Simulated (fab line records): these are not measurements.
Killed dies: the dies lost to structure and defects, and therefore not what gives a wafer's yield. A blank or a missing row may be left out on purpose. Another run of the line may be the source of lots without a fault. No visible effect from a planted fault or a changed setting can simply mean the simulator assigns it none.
Split-lot experiment    flow sfqLine    route with 325 steps; 5 lots, 27 wafers read

== ON THE SPLIT ==
At SFQ_TRILAYER_M6_BARC_OPEN_METAL_ETCH_206 (etches BARC in O2, target depth 125 nm, time 41.7 s), the setting timeS was moved away from the recipe's 41.7 s on 9 of the 27 wafers read, by -35.6% to +47.9%. This setting was run at the recipe's value on the other wafers.

Between the split and the reading, the file records no step.

== THE READING ==
KrF_of_TRILAYER_M6_LITHO_COAT_159.thkNm (the simulator's own value, which no gauge read), in nm, at SFQ_TRILAYER_M6_ETCH_METAL_ETCH_162 (etches Nb in Cl2/Ar, stops on SiO2, target depth 240 nm, time 116.9 s). No usual value for it is given in the file. Here, 18 wafers ran the recipe; their average is 383.7 nm with a standard deviation of 3.1 nm.

wafer   tool, chamber at the split  timeS as run, s  against the recipe  KrF_of_TRILAYER_M6_LITHO_COAT_159.thkNm, nm  against lot-mates on the recipe
L075.1  rieMetal-02, 1              26.87            -35.6%              397.7                                        +14.6
L075.2  rieMetal-02, 0              41.7             recipe              384.2                                        -
L075.3  rieMetal-02, 1              26.87            -35.6%              399                                          +15.9
L075.4  rieMetal-02, 0              26.87            -35.6%              400.9                                        +17.8
L075.5  rieMetal-02, 1              41.7             recipe              381.3                                        -
L075.6  rieMetal-02, 0              41.7             recipe              383.7                                        -
L076.3  rieMetal-03, 0              41.7             recipe              386.4                                        -
L076.4  rieMetal-03, 1              41.7             recipe              381.5                                        -
L076.5  rieMetal-03, 0              41.7             recipe              385.1                                        -
L078.1  rieMetal-03, 1              41.7             recipe              384.7                                        -
L078.2  rieMetal-03, 0              52.74            +26.5%              374.8                                        -11.1
L078.3  rieMetal-03, 0              52.74            +26.5%              377.8                                        -8.1
L078.4  rieMetal-03, 1              52.74            +26.5%              370.4                                        -15.5
L078.5  rieMetal-03, 0              41.7             recipe              390.7                                        -
L078.6  rieMetal-03, 1              41.7             recipe              382.3                                        -
L080.1  rieMetal-03, 1              41.7             recipe              382.1                                        -
L080.2  rieMetal-03, 0              61.66            +47.9%              362.6                                        -21.3
L080.3  rieMetal-03, 1              41.7             recipe              381.7                                        -
L080.4  rieMetal-03, 0              41.7             recipe              388                                          -
L080.5  rieMetal-03, 0              61.66            +47.9%              362.2                                        -21.7
L080.6  rieMetal-03, 1              61.66            +47.9%              355                                          -28.9
L084.1  rieMetal-02, 0              41.7             recipe              384.5                                        -
L084.2  rieMetal-02, 1              41.7             recipe              380.4                                        -
L084.3  rieMetal-02, 0              41.7             recipe              386.2                                        -
L084.4  rieMetal-02, 1              41.7             recipe              377.6                                        -
L084.5  rieMetal-02, 1              41.7             recipe              379.8                                        -
L084.6  rieMetal-02, 0              41.7             recipe              385.8                                        -

FIT RESULTS
A straight line over all 27 wafers: KrF_of_TRILAYER_M6_LITHO_COAT_159.thkNm changes by -0.455 nm for each +1% of timeS; r = -0.95; the points scatter about the line by 3.3 nm.
The same after taking each lot's own level away (the mean of its wafers on the recipe; 27 wafers): -0.476 nm for each +1%; r = -0.96; scatter 3 nm.
That fit puts the effect of the largest move of timeS on the reading at 23 nm.
Measured against the standard deviation above, the lots' own levels, which go from 382.38 to 385.90 nm, span 1.1 times it.
The two slopes are in agreement: the lot-to-lot level therefore moves the slope only a little.
Check: for one of the wafers moved furthest among these (+47.9%), held out of the fit, the line's prediction against its lot-mates is -23.2 nm. It came out at -21.3 nm against them.
Tool readings at the split's step, against how far the setting was moved: oesProductAu r = -0.83.

== THE OTHER SPLITS THESE WAFERS WENT THROUGH ==
Other splits were also applied to these wafers ahead of the reading. Each is held against what the fit with the lots' levels taken away leaves over:
other split on the same wafers                    wafers away from the commonest value  r with KrF_of_TRILAYER_M6_LITHO_COAT_159.thkNm (lot level and that fit taken away)
SFQ_TRILAYER_I3_VIA_BARC_OPEN_VIA_ETCH_121 timeS  9                                     +0.08
SFQ_TRILAYER_JJ_TRILAYER_DEP_SPUTTER_112 timeS    12                                    +0.04
SFQ_TRILAYER_M5_BARC_OPEN_METAL_ETCH_161 timeS    12                                    -0.13
SFQ_TRILAYER_R5_BARC_OPEN_METAL_ETCH_177 timeS    9                                     +0.05

== THE WHOLE CHAIN: every reading that the file lists as answering this split, in the file's order ==
step                                      what it does                                                           reading                                                                                   change (the file's fit)                                                               r (the file's)
SFQ_TRILAYER_M6_BARC_OPEN_METAL_ETCH_206  etches BARC in O2, target depth 125 nm, time 41.7 s                    oesProductAu                                                                              not straight: 0.855 at the lowest setting, 0.683 at the recipe, 0.641 at the highest  not given
SFQ_TRILAYER_M6_BARC_OPEN_METAL_ETCH_206  etches BARC in O2, target depth 125 nm, time 41.7 s                    KrF_of_TRILAYER_M6_LITHO_COAT_159.thkNm (the simulator's own value, which no gauge read)  -0.514 nm for each +1% of the setting                                                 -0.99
SFQ_TRILAYER_M6_ETCH_METAL_ETCH_162       etches Nb in Cl2/Ar, stops on SiO2, target depth 240 nm, time 116.9 s  KrF_of_TRILAYER_M6_LITHO_COAT_159.thkNm (the simulator's own value, which no gauge read)  -0.476 nm for each +1% of the setting                                                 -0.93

== FILE'S OWN FIT ==
KrF_of_TRILAYER_M6_LITHO_COAT_159.thkNm changes by -0.476 nm for each +1% of timeS, r = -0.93.
